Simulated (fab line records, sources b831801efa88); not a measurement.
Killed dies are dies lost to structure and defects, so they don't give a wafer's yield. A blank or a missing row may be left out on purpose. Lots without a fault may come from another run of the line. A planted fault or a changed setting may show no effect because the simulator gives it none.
Chamber matching | flow gf180mcu | GF_V5_CMP_04 on cmp-01: 4 sister chambers
The step polishes SiO2. 8 wafers are shown with their chamber, then 7 later ones without.

WAFERS WITH THEIR CHAMBER
wafer  | chamber | motor_current_A (A)
L298.1 | 0       | 11.7
L308.5 | 2       | 12.0
L308.6 | 1       | 12.9
L310.1 | 0       | 11.9
L310.4 | 1       | 12.2
L310.6 | 3       | 12.1
L312.1 | 3       | 12.4
L312.3 | 2       | 12.1

WAFERS WITHOUT THEIR CHAMBER
wafer  | motor_current_A (A)
L312.5 | 12.4
L313.3 | 12.6
L313.4 | 12.5
L313.6 | 12.8
L319.2 | 13.1
L319.4 | 11.9
L319.5 | 11.0

WHICH CHAMBER EACH WENT THROUGH
wafer  | from the rows above               | in truth
L312.5 | can't be placed: 1 or 3 or 2 or 0 | 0
L313.3 | can't be placed: 1 or 3 or 2      | 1
L313.4 | can't be placed: 1 or 3 or 2      | 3
L313.6 | can't be placed: 1 or 3 or 2      | 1
L319.2 | can't be placed: 1 or 3 or 2      | 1
L319.4 | can't be placed: 0 or 2 or 3 or 1 | 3
L319.5 | can't be placed: 0 or 2 or 3      | 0
Placed correctly: 0 of 7. Can't be placed from these rows: 7 (the true chamber is among the candidates in 7). Placed wrongly: 0.
How it was worked out, from the rows above alone: a wafer's distance from a chamber is the root of the sum, over the readings, of the square of ((its reading less the chamber's mean) divided by the reading's scatter). The wafer belongs to the nearest chamber; if the next one is less than 2 further off, it can't be placed. A chamber's mean is the mean of its shown wafers. The scatter: the root of (the sum of the squares of (reading less its chamber's mean) over the shown wafers, divided by (wafers less chambers)).
